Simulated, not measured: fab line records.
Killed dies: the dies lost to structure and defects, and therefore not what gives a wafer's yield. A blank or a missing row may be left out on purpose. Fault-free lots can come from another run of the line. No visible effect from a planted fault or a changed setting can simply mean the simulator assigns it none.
Comparing a struck lot with a sound one / flow sky130 / 26 out of 708 route steps
Sound: these wafers, L398.1, L398.2, L398.6. Struck: wafer L389.4; the same lot's L389.1 was not struck, so it is left out; see the end for the cause.
For every step that has rows: the tool of each side, followed by ch and its chambers, followed by its first start. Under that, the readings that differ: sound wafers / struck wafers / difference of the means / sigmas: that difference in standard deviations of wafers without a fault.
alike: readings with means less than 2 such deviations apart, plus words and numbers identical on both sides. not compared: withheld readings, readings lacking a value on some wafer, bounds such as >300 that could conceal the same value, and numbers that have no deviation in the record and whose values overlap.
A row with sigmas, a row that says differs or no value, or rows on one side alone: a step with any of these is where the two part. Numbers that don't overlap but have no deviation are shown without sigmas and don't part them. A reading missing from all wafers of one side parts the sides only when that side holds two or more wafers.

first, 8 steps without rows for these wafers: SKY_FIELD_ISO_DEHYDRATE_05 (time 60 s); SKY_FIELD_ISO_HMDS_06 (prime time 60 s); SKY_FIELD_ISO_COAT_07 (resist thk 60 nm); SKY_FIELD_ISO_COAT_08 (resist thk 450 nm); SKY_FIELD_ISO_SOFTBAKE_09 (time 90 s); SKY_FIELD_ISO_EXPOSE_10 (exposes mask FOM, target cd 150 nm); SKY_FIELD_ISO_PEB_11; SKY_FIELD_ISO_DEVELOP_12 (develop time 60 s).
SKY_FIELD_ISO_CD_MEAS_13: target cd 150 nm.
  struck on cd sem-02, day 4 03:13; sound on cd sem-01, day 6 05:04
  alike: cd nm
SKY_FIELD_ISO_ETCH_14: etches BARC in N2/H2, stops on SiO2, time 45.9 s, target depth 60 nm.
  sound on rie diel-04 ch 0,1,3, day 6 05:11; struck on rie diel-01 ch 2, day 4 03:20
  alike: bias w, drypump motor current A, oes product au, throttle valve pct
  not compared: rf hours counter h
SKY_FIELD_ISO_ETCH_15: etches the open film in CHF3/O2, stops on Si, target depth 180 nm, time 72 s.
  sound on rie diel-04 ch 0,1,3, day 6 05:14; struck on rie diel-01 ch 2, day 4 03:23
  alike: bias w, drypump motor current A, oes product au, throttle valve pct
  not compared: rf hours counter h
SKY_FIELD_ISO_STRIP_16: strips in O2/N2.
  sound on plasma asher-04 ch 0,1, day 6 05:17; struck on plasma asher-02 ch 0, day 4 03:26
  alike: drypump motor current A, oes product au, strip time to endpoint s
  not compared: rf hours counter h
SKY_FIELD_ISO_ETCH_17: etches Si in HBr/Cl2/O2, target depth 342 nm, time 97.7 s.
  sound on rie si-02 ch 0,1,3, day 6 05:23; struck on rie si-01 ch 0, day 4 03:32
reading=oes product au (a.u.); sound=0.992 0.988 1.006; struck=0.880; difference=-0.115; sigmas=-12
reading=throttle valve pct (%); sound=25.654 25.666 25.659; struck=25.746; difference=+0.086; sigmas=+9
reading=model.FIELD_ISO.feature depth nm (nm); sound=336.7 339.1 343.7; struck=280.5; difference=-59.3; sigmas=
reading=model.etch.depth nm (nm); sound=336.7 339.1 343.7; struck=280.5; difference=-59.3; sigmas=
reading=model.Si3N4_of_FIELD_ISO_CVD_03.thk nm (nm); sound=149 149.6 148.4; struck=153.3; difference=+4.3; sigmas=
  alike: bias w, drypump motor current A, he backside leak sccm
  not compared: rf hours counter h
then, 5 steps without rows for these wafers: SKY_FIELD_ISO_WET_ETCH_18 (etches Si3N4 in H3PO4, target depth 25 nm, time 286 s); SKY_FIELD_ISO_CLEAN_19 (cleans in SC1/SC2, time 150 s); SKY_FIELD_ISO_CLEAN_20 (cleans in dHF, time 20 s); SKY_FIELD_ISO_WET_ETCH_21 (etches SiO2 in dHF, target depth 20 nm, time 400 s); SKY_FIELD_ISO_OXIDATION_22 (stabilise 600 s, purge 300 s, target thk 10 nm).
SKY_FIELD_ISO_THK_MEAS_23:
  struck on film metro-03, day 4 06:07; sound on film metro-01, day 6 07:56
  alike: FIELD_ISO_OXIDATION_01_THK
then, 1 step without rows for these wafers: SKY_FIELD_ISO_CVD_24 (deposits SiO2, target thk 595 nm, time 99.2 s).
SKY_FIELD_ISO_THK_MEAS_25:
  struck on film metro-01, day 4 06:15; sound on film metro-04, day 6 08:04
  alike: FIELD_ISO_CVD_24_THK
then, 1 step without rows for these wafers: SKY_FIELD_ISO_ANNEAL_26 (time 1800 s).
SKY_FIELD_ISO_CMP_27: polishes, stops on Si3N4, t overpolish 16 s, target thk 457.8 nm.
  sound on cmp-02 ch 1,2,3, day 6 11:48; struck on cmp-02 ch 1, day 4 09:01
  alike: motor current A, overpolish run s, time to endpoint s
SKY_FIELD_ISO_WET_ETCH_28: etches SiO2 in dHF, target depth 23.7 nm, time 47 s.
  sound on wet bench-03 ch 0, day 6 12:03; struck on wet bench-02 ch 2, day 4 09:19
reading=model.Si3N4_of_FIELD_ISO_CVD_03.thk nm (nm); sound=117.5 118.2 116.9; struck=122.2; difference=+4.7; sigmas=
then, 1 step without rows for these wafers: SKY_FIELD_ISO_WET_ETCH_29 (etches Si3N4 in H3PO4, target depth 160 nm, time 1825 s).
-- record jumps: 45 days separate the struck wafers' starts on either side; left off in module FIELD_ISO, taken up again in module PAD_OPEN, whose first shown step is the route's number 708 --
SKY_PAD_OPEN_PROBE_99:
  struck on prober-01, day 49 02:12; sound on prober-02, day 50 22:43
reading=model.etest.res_p_drift_20v.line ohm um; sound=1.026e+04 1.024e+04 1.041e+04; struck=8585; difference=-1718; sigmas=
reading=model.etest.res_p_drift_20v.rs ohm sq; sound=8440 8624 8678; struck=7222; difference=-1359; sigmas=
reading=model.etest.pfet_16v.r on ohm um; sound=1.525e+04 1.518e+04 1.538e+04; struck=1.332e+04; difference=-1.950e+03; sigmas=
reading=model.etest.res iso pwell.rs ohm sq; sound=2646 2695 2726; struck=2326; difference=-363; sigmas=
reading=model.etest.res iso pwell.line ohm um; sound=982.8 1014 1033; struck=880.3; difference=-129.6; sigmas=
reading=model.etest.res nwell.line ohm um; sound=1151 1157 1185; struck=992.8; difference=-171.5; sigmas=
reading=model.etest.res nwell.rs ohm sq; sound=964.6 972.4 978.2; struck=823; difference=-149; sigmas=
reading=model.etest.cap poly to well.c af um2; sound=91.81 92.53 91.61; struck=103.5; difference=+11.5; sigmas=
  alike: killed_at_M0_to_M3, killed_at_M4_up, killed at contacts, killed at front end, killed at other, killed dies, killed open, killed short

## WHERE THEY PART
Only at SKY_FIELD_ISO_ETCH_17, as far as this record shows. Later steps at which nothing parts them and some readings are alike: SKY_FIELD_ISO_THK_MEAS_23, SKY_FIELD_ISO_THK_MEAS_25, SKY_FIELD_ISO_CMP_27, SKY_PAD_OPEN_PROBE_99.

WHY: what had been put in by the simulator
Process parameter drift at SKY_FIELD_ISO_ETCH_17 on rie si-01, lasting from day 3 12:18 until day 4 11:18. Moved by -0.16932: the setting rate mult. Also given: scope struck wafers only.
